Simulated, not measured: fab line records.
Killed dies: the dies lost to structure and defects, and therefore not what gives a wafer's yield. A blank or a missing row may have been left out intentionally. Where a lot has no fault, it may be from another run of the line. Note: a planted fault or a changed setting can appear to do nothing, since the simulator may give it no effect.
Which tool was responsible? / flow sky130 / Sampling: 10 lots, 30 wafers, 6 of 708 route steps

WHAT EACH GAUGE READ, for each wafer
SKY_LI_CONTACT_THK_MEAS_23: measures by xrf.
lot=L271; measured=day 30 08:29; on=filmMetro-01; LI_CONTACT_W_THK (nm)=406 410 404
lot=L272; measured=day 30 19:02; on=filmMetro-02; LI_CONTACT_W_THK (nm)=424 423 434
lot=L273; measured=day 30 23:18; on=filmMetro-03; LI_CONTACT_W_THK (nm)=414 411 417
lot=L277; measured=day 32 06:26; on=filmMetro-03; LI_CONTACT_W_THK (nm)=407 410 412
lot=L279; measured=day 33 13:31; on=filmMetro-01; LI_CONTACT_W_THK (nm)=410 414 406
lot=L284; measured=day 35 03:39; on=filmMetro-03; LI_CONTACT_W_THK (nm)=426 419 416
lot=L282; measured=day 35 06:33; on=filmMetro-03; LI_CONTACT_W_THK (nm)=420 416 418
lot=L287; measured=day 35 13:23; on=filmMetro-02; LI_CONTACT_W_THK (nm)=426 423 421
lot=L290; measured=day 36 14:38; on=filmMetro-03; LI_CONTACT_W_THK (nm)=415 411 410
lot=L291; measured=day 36 16:56; on=filmMetro-03; LI_CONTACT_W_THK (nm)=419 422 421

SKY_LOCAL_INTERCONNECT_RS_MEAS_01: a four-point-probe measurement.
lot=L271; measured=day 30 08:56; on=filmMetro-04; LOCAL_INTERCONNECT_TIN_RS (ohm/sq)=14.16 14.13 14.07
lot=L272; measured=day 30 19:29; on=filmMetro-03; LOCAL_INTERCONNECT_TIN_RS (ohm/sq)=14.07 14.13 14.22
lot=L273; measured=day 30 23:43; on=filmMetro-01; LOCAL_INTERCONNECT_TIN_RS (ohm/sq)=14.10 14.16 14.27
lot=L277; measured=day 32 06:52; on=filmMetro-04; LOCAL_INTERCONNECT_TIN_RS (ohm/sq)=14.23 14.21 14.26
lot=L279; measured=day 33 14:07; on=filmMetro-03; LOCAL_INTERCONNECT_TIN_RS (ohm/sq)=14.06 13.98 13.97
lot=L284; measured=day 35 04:06; on=filmMetro-03; LOCAL_INTERCONNECT_TIN_RS (ohm/sq)=16.94 17.05 16.69
lot=L282; measured=day 35 06:59; on=filmMetro-03; LOCAL_INTERCONNECT_TIN_RS (ohm/sq)=17.74 17.39 17.40
lot=L287; measured=day 35 13:49; on=filmMetro-04; LOCAL_INTERCONNECT_TIN_RS (ohm/sq)=14.10 13.96 14.06
lot=L290; measured=day 36 15:04; on=filmMetro-01; LOCAL_INTERCONNECT_TIN_RS (ohm/sq)=14.26 14.26 14.39
lot=L291; measured=day 36 17:23; on=filmMetro-04; LOCAL_INTERCONNECT_TIN_RS (ohm/sq)=14.15 14.24 14.10

SKY_LOCAL_INTERCONNECT_THK_MEAS_02: measures by xrf.
lot=L271; measured=day 30 09:02; on=filmMetro-04; LOCAL_INTERCONNECT_TIN_THK (nm)=98.7 98.9 99.5
lot=L272; measured=day 30 19:35; on=filmMetro-03; LOCAL_INTERCONNECT_TIN_THK (nm)=100.3 100.2 99.3
lot=L273; measured=day 30 23:50; on=filmMetro-01; LOCAL_INTERCONNECT_TIN_THK (nm)=98.9 98.3 97.4
lot=L277; measured=day 32 06:59; on=filmMetro-04; LOCAL_INTERCONNECT_TIN_THK (nm)=98.4 98.9 98.4
lot=L279; measured=day 33 14:13; on=filmMetro-03; LOCAL_INTERCONNECT_TIN_THK (nm)=99.9 100.4 101.2
lot=L284; measured=day 35 04:12; on=filmMetro-03; LOCAL_INTERCONNECT_TIN_THK (nm)=83.6 83.4 84.9
lot=L282; measured=day 35 07:06; on=filmMetro-03; LOCAL_INTERCONNECT_TIN_THK (nm)=80.4 81.6 81.5
lot=L287; measured=day 35 13:56; on=filmMetro-04; LOCAL_INTERCONNECT_TIN_THK (nm)=98.6 100.2 98.7
lot=L290; measured=day 36 15:11; on=filmMetro-01; LOCAL_INTERCONNECT_TIN_THK (nm)=97.4 97.4 96.3
lot=L291; measured=day 36 17:29; on=filmMetro-04; LOCAL_INTERCONNECT_TIN_THK (nm)=98.7 98.2 99.0

EACH LOT AND THE TOOL THAT RAN IT (in order: tool; ch and the chambers of the sampled wafers; start)
lot=L271; SKY_LI_CONTACT_SPUTTER_19=pvdSputter-02, day 30 08:06; SKY_LI_CONTACT_CMP_24=cmp-01 ch 1,2,3, day 30 08:32; SKY_LOCAL_INTERCONNECT_SPUTTER_00=pvdSputter-03, day 30 08:50
lot=L272; SKY_LI_CONTACT_SPUTTER_19=pvdSputter-02, day 30 18:39; SKY_LI_CONTACT_CMP_24=cmp-02 ch 1,2,3, day 30 19:11; SKY_LOCAL_INTERCONNECT_SPUTTER_00=pvdSputter-03, day 30 19:23
lot=L273; SKY_LI_CONTACT_SPUTTER_19=pvdSputter-01, day 30 22:55; SKY_LI_CONTACT_CMP_24=cmp-02 ch 1,2,3, day 30 23:25; SKY_LOCAL_INTERCONNECT_SPUTTER_00=pvdSputter-02, day 30 23:40
lot=L277; SKY_LI_CONTACT_SPUTTER_19=pvdSputter-01, day 32 06:03; SKY_LI_CONTACT_CMP_24=cmp-01 ch 0,2,3, day 32 06:32; SKY_LOCAL_INTERCONNECT_SPUTTER_00=pvdSputter-02, day 32 06:47
lot=L279; SKY_LI_CONTACT_SPUTTER_19=pvdSputter-02, day 33 13:07; SKY_LI_CONTACT_CMP_24=cmp-01 ch 0,1,3, day 33 13:49; SKY_LOCAL_INTERCONNECT_SPUTTER_00=pvdSputter-02, day 33 14:01
lot=L284; SKY_LI_CONTACT_SPUTTER_19=pvdSputter-02, day 35 03:15; SKY_LI_CONTACT_CMP_24=cmp-01 ch 0,1, day 35 03:44; SKY_LOCAL_INTERCONNECT_SPUTTER_00=pvdSputter-02, day 35 03:59
lot=L282; SKY_LI_CONTACT_SPUTTER_19=pvdSputter-01, day 35 06:10; SKY_LI_CONTACT_CMP_24=cmp-01 ch 0,3, day 35 06:37; SKY_LOCAL_INTERCONNECT_SPUTTER_00=pvdSputter-02, day 35 06:55
lot=L287; SKY_LI_CONTACT_SPUTTER_19=pvdSputter-04, day 35 13:00; SKY_LI_CONTACT_CMP_24=cmp-01 ch 0,3, day 35 13:29; SKY_LOCAL_INTERCONNECT_SPUTTER_00=pvdSputter-03, day 35 13:44
lot=L290; SKY_LI_CONTACT_SPUTTER_19=pvdSputter-02, day 36 14:15; SKY_LI_CONTACT_CMP_24=cmp-02 ch 0,1,3, day 36 14:42; SKY_LOCAL_INTERCONNECT_SPUTTER_00=pvdSputter-03, day 36 15:00
lot=L291; SKY_LI_CONTACT_SPUTTER_19=pvdSputter-02, day 36 16:33; SKY_LI_CONTACT_CMP_24=cmp-01 ch 1,2,3, day 36 16:59; SKY_LOCAL_INTERCONNECT_SPUTTER_00=pvdSputter-01, day 36 17:17
- SKY_LI_CONTACT_SPUTTER_19: material Ti, target thk 20 nm, time 106.37 s.
- SKY_LI_CONTACT_CMP_24: polishes, stops on PSG, t overpolish 20 s, target thk 0 nm.
- SKY_LOCAL_INTERCONNECT_SPUTTER_00: material TiN, target thk 100 nm, time 83.3 s.

WHAT THE TOOLS THEMSELVES READ (means of the sampled wafers that have a number; where no wafer has one, the mark that the record gives instead)
SKY_LI_CONTACT_SPUTTER_19.
lot=L271; tool=pvdSputter-02; cathodeDcPowerW (W)=2500.1; throttleValvePct (%)=30.5
lot=L272; tool=pvdSputter-02; cathodeDcPowerW (W)=2500.3; throttleValvePct (%)=30.1
lot=L273; tool=pvdSputter-01; cathodeDcPowerW (W)=2499.8; throttleValvePct (%)=30.8
lot=L277; tool=pvdSputter-01; cathodeDcPowerW (W)=2500.3; throttleValvePct (%)=31.1
lot=L279; tool=pvdSputter-02; cathodeDcPowerW (W)=2499.9; throttleValvePct (%)=30.2
lot=L284; tool=pvdSputter-02; cathodeDcPowerW (W)=2500.0; throttleValvePct (%)=29.8
lot=L282; tool=pvdSputter-01; cathodeDcPowerW (W)=2500.2; throttleValvePct (%)=31.5
lot=L287; tool=pvdSputter-04; cathodeDcPowerW (W)=2500.3; throttleValvePct (%)=31.8
lot=L290; tool=pvdSputter-02; cathodeDcPowerW (W)=2499.9; throttleValvePct (%)=30.1
lot=L291; tool=pvdSputter-02; cathodeDcPowerW (W)=2499.6; throttleValvePct (%)=29.8

SKY_LI_CONTACT_CMP_24.
lot=L271; tool=cmp-01; motorCurrentA (A)=10.1; overpolishRunS (s)=19.999; timeToEndpointS (s)=94
lot=L272; tool=cmp-02; motorCurrentA (A)=10.9; overpolishRunS (s)=19.998; timeToEndpointS (s)=99
lot=L273; tool=cmp-02; motorCurrentA (A)=10.5; overpolishRunS (s)=19.993; timeToEndpointS (s)=104
lot=L277; tool=cmp-01; motorCurrentA (A)=9.0; overpolishRunS (s)=20.008; timeToEndpointS (s)=96
lot=L279; tool=cmp-01; motorCurrentA (A)=9.9; overpolishRunS (s)=20.003; timeToEndpointS (s)=99
lot=L284; tool=cmp-01; motorCurrentA (A)=11.2; overpolishRunS (s)=20.005; timeToEndpointS (s)=99
lot=L282; tool=cmp-01; motorCurrentA (A)=9.5; overpolishRunS (s)=20.005; timeToEndpointS (s)=98
lot=L287; tool=cmp-01; motorCurrentA (A)=9.1; overpolishRunS (s)=19.999; timeToEndpointS (s)=96
lot=L290; tool=cmp-02; motorCurrentA (A)=10.3; overpolishRunS (s)=20.000; timeToEndpointS (s)=93
lot=L291; tool=cmp-01; motorCurrentA (A)=10.3; overpolishRunS (s)=20.004; timeToEndpointS (s)=94

SKY_LOCAL_INTERCONNECT_SPUTTER_00.
lot=L271; tool=pvdSputter-03; cathodeDcPowerW (W)=6499.6; throttleValvePct (%)=31.4
lot=L272; tool=pvdSputter-03; cathodeDcPowerW (W)=6499.3; throttleValvePct (%)=32.1
lot=L273; tool=pvdSputter-02; cathodeDcPowerW (W)=6500.5; throttleValvePct (%)=30.3
lot=L277; tool=pvdSputter-02; cathodeDcPowerW (W)=6498.9; throttleValvePct (%)=30.3
lot=L279; tool=pvdSputter-02; cathodeDcPowerW (W)=6500.4; throttleValvePct (%)=29.9
lot=L284; tool=pvdSputter-02; cathodeDcPowerW (W)=5334.8; throttleValvePct (%)=29.8
lot=L282; tool=pvdSputter-02; cathodeDcPowerW (W)=5336.3; throttleValvePct (%)=30.3
lot=L287; tool=pvdSputter-03; cathodeDcPowerW (W)=6499.6; throttleValvePct (%)=30.9
lot=L290; tool=pvdSputter-03; cathodeDcPowerW (W)=6500.5; throttleValvePct (%)=30.7
lot=L291; tool=pvdSputter-01; cathodeDcPowerW (W)=6500.5; throttleValvePct (%)=30.4

THE ANSWER, worked out from the rows above alone
Rule: usual is defined by the lots themselves. Put in order of their means at a reading, lots are off if they are a third of the lots or fewer, leave a main group of 4 or more, and stand apart from it by a gap of 3 or more times the standard deviation of the main group's means; of several such gaps the widest counts. Not used: any main group whose means are identical at the precision the tables above print for the reading. A lot without any number at a reading at which 4 lots or more have one is off too. Any other lot the step has rows for is counted as sound. First the gauges in route order, then the tools' own readings, where a lot's mean is used as printed above. The first step at which some lot is off is used, and at that step the reading that is off furthest; a lot without a number counts as furthest.
Off: at SKY_LOCAL_INTERCONNECT_RS_MEAS_01 (LOCAL_INTERCONNECT_TIN_RS), L284, L282. For the main group the mean is 14.15 ohm/sq and the standard deviation 0.091.
If a tool, at a process step before that reading, ran all the lots that are off and no sound lot after the first of them, it fits. The gauges at SKY_LOCAL_INTERCONNECT_RS_MEAS_01 aren't tried: what is off there is off at SKY_LOCAL_INTERCONNECT_SPUTTER_00 too, on other tools, and a gauge's error can't cause that. One fits: pvdSputter-02 at SKY_LOCAL_INTERCONNECT_SPUTTER_00. A fault onset in the window from L279 (day 33 14:01, its last sound lot) to L284 (day 35 03:59, its first lot off) fits.
The tool's own readings at SKY_LOCAL_INTERCONNECT_SPUTTER_00 bear it out: on the lots that are off they differ by more than 5 times the standard deviation of the sound lots' means. cathodeDcPowerW reads 5335.6 W there against 6499.9 W on the sound lots.

WHAT WAS PUT IN BY THE SIMULATOR
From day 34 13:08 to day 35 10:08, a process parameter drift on pvdSputter-02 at SKY_LOCAL_INTERCONNECT_SPUTTER_00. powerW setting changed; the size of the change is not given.
Shown lots that were struck: L284, L282. The rule given above showed the same thing.
